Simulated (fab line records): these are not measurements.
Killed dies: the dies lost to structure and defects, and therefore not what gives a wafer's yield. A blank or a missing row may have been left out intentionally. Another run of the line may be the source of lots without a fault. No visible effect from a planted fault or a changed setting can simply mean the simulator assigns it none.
Which tool did it? || flow gf180mcu || 6 lots, 18 wafers sampled, at 3 steps of a route of 602

## WHAT EACH GAUGE READ, for each wafer
GF_CONTACT_RS_MEAS_25: measurement is done with a four-point probe.
{"lot": "L447", "measured": "day 17 03:30", "on": "film_metro-04", "CONTACT_W_RS (ohm/sq)": "0.375 0.380 0.383"}
{"lot": "L453", "measured": "day 19 03:18", "on": "film_metro-01", "CONTACT_W_RS (ohm/sq)": "0.355 0.360 0.357"}
{"lot": "L457", "measured": "day 20 16:22", "on": "film_metro-01", "CONTACT_W_RS (ohm/sq)": "0.386 0.383 0.372"}
{"lot": "L460", "measured": "day 21 20:38", "on": "film_metro-01", "CONTACT_W_RS (ohm/sq)": "0.378 0.383 0.372"}
{"lot": "L465", "measured": "day 23 08:55", "on": "film_metro-04", "CONTACT_W_RS (ohm/sq)": "0.380 0.382 0.382"}
{"lot": "L467", "measured": "day 24 02:39", "on": "film_metro-01", "CONTACT_W_RS (ohm/sq)": "0.381 0.387 0.393"}

## WHICH TOOL RAN EACH LOT (tool, then ch and the chambers of the sampled wafers, then the start)
{"lot": "L447", "GF_CONTACT_SPUTTER_23": "pvd_sputter-01, day 17 03:20", "GF_CONTACT_CVD_24": "cvd_w-02 ch 0,1, day 17 03:23"}
{"lot": "L453", "GF_CONTACT_SPUTTER_23": "pvd_sputter-02, day 19 03:10", "GF_CONTACT_CVD_24": "cvd_w-01 ch 1, day 19 03:12"}
{"lot": "L457", "GF_CONTACT_SPUTTER_23": "pvd_sputter-01, day 20 16:14", "GF_CONTACT_CVD_24": "cvd_w-02 ch 0,1, day 20 16:16"}
{"lot": "L460", "GF_CONTACT_SPUTTER_23": "pvd_sputter-03, day 21 20:29", "GF_CONTACT_CVD_24": "cvd_w-02 ch 0,1, day 21 20:32"}
{"lot": "L465", "GF_CONTACT_SPUTTER_23": "pvd_sputter-02, day 23 08:45", "GF_CONTACT_CVD_24": "cvd_w-01 ch 0,1, day 23 08:47"}
{"lot": "L467", "GF_CONTACT_SPUTTER_23": "pvd_sputter-03, day 24 02:31", "GF_CONTACT_CVD_24": "cvd_w-02 ch 0,1, day 24 02:33"}
- GF_CONTACT_SPUTTER_23: material TiN, target thk 10 nm, time 40 s.
- GF_CONTACT_CVD_24: deposits W, target thk 300 nm, time 90.339 s.

## THE ANSWER, worked out from the rows above alone
Rule: the lots themselves supply what counts as usual. The widest of any qualifying gaps counts: lots, ordered by their means at a reading, are off when they make up no more than a third of the lots, leave a main group of 4 or more, and stand apart from it by 3 or more times the standard deviation of that group's means. A main group is skipped when, at the precision printed for the reading in the tables above, its means are all equal. Also off: a lot with no number at a reading for which 4 or more lots have one. Where the step has rows for the other lots, those lots are counted as sound.
Off: L453, at GF_CONTACT_RS_MEAS_25 (CONTACT_W_RS). Mean 0.381 ohm/sq and standard deviation 0.0032 in the main group.
A tool fits if, at a process step before that reading, it ran every lot that is off, and no sound lot after the first of them. Gauges at GF_CONTACT_RS_MEAS_25: tried the same way as those tools. None of those tried fits.

## WHAT WAS PUT IN BY THE SIMULATOR
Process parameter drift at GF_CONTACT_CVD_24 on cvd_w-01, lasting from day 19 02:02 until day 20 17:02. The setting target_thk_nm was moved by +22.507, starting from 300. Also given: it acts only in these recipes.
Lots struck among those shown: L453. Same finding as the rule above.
